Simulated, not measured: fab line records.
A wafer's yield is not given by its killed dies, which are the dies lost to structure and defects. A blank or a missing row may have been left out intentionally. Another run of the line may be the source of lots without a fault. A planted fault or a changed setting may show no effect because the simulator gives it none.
Matching of chambers / flow sky130 / SKY_VIA1_CMP_24 on cmp-01: 4 sister chambers
The step polishes, stops on SiO2, t overpolish 15 s, target thk 0 nm. 8 wafers are shown with their chamber, then 7 later ones without.

WAFERS PAIRED WITH THEIR CHAMBERS
wafer=L729.2; chamber=2; motor-current-A (A)=12.4; time-to-endpoint-s (s)=63.2
wafer=L729.4; chamber=3; motor-current-A (A)=10.8; time-to-endpoint-s (s)=60.0
wafer=L729.5; chamber=1; motor-current-A (A)=9.8; time-to-endpoint-s (s)=64.2
wafer=L731.3; chamber=0; motor-current-A (A)=11.2; time-to-endpoint-s (s)=66.0
wafer=L731.4; chamber=2; motor-current-A (A)=12.1; time-to-endpoint-s (s)=61.6
wafer=L731.6; chamber=3; motor-current-A (A)=11.0; time-to-endpoint-s (s)=62.6
wafer=L733.1; chamber=0; motor-current-A (A)=10.9; time-to-endpoint-s (s)=63.6
wafer=L733.4; chamber=1; motor-current-A (A)=10.4; time-to-endpoint-s (s)=61.4

WAFERS WITH NO CHAMBER GIVEN
wafer=L733.5; motor-current-A (A)=12.0; time-to-endpoint-s (s)=66.1
wafer=L740.1; motor-current-A (A)=10.4; time-to-endpoint-s (s)=66.5
wafer=L740.3; motor-current-A (A)=10.7; time-to-endpoint-s (s)=66.2
wafer=L740.4; motor-current-A (A)=10.6; time-to-endpoint-s (s)=69.4
wafer=L743.3; motor-current-A (A)=12.6; time-to-endpoint-s (s)=66.7
wafer=L743.5; motor-current-A (A)=10.3; time-to-endpoint-s (s)=71.1
wafer=L743.6; motor-current-A (A)=11.9; time-to-endpoint-s (s)=69.6

CHAMBER TAKEN BY EACH
wafer=L733.5; from the rows above=can't be placed: 2 or 0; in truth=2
wafer=L740.1; from the rows above=can't be placed: 1 or 0 or 3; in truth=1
wafer=L740.3; from the rows above=can't be placed: 0 or 3 or 1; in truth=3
wafer=L740.4; from the rows above=can't be placed: 0 or 1 or 3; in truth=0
wafer=L743.3; from the rows above=2; in truth=2
wafer=L743.5; from the rows above=can't be placed: 0 or 1 or 3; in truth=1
wafer=L743.6; from the rows above=can't be placed: 0 or 2 or 3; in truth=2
Placed correctly: 1 of 7. Unplaceable from these rows: 6, with the true chamber sitting among the candidates in 6. Number placed wrongly: 0.
How it was worked out, from the rows above alone: a wafer's distance from a chamber is the root of the sum, over the readings, of the square of ((its reading less the chamber's mean) divided by the reading's scatter). The wafer belongs to the nearest chamber; if the next one is less than 2 further off, it can't be placed. A chamber's mean is the mean of its shown wafers. The scatter: take each reading less its chamber's mean, square it, sum over the shown wafers, divide by the number of wafers less the number of chambers, and take the root.
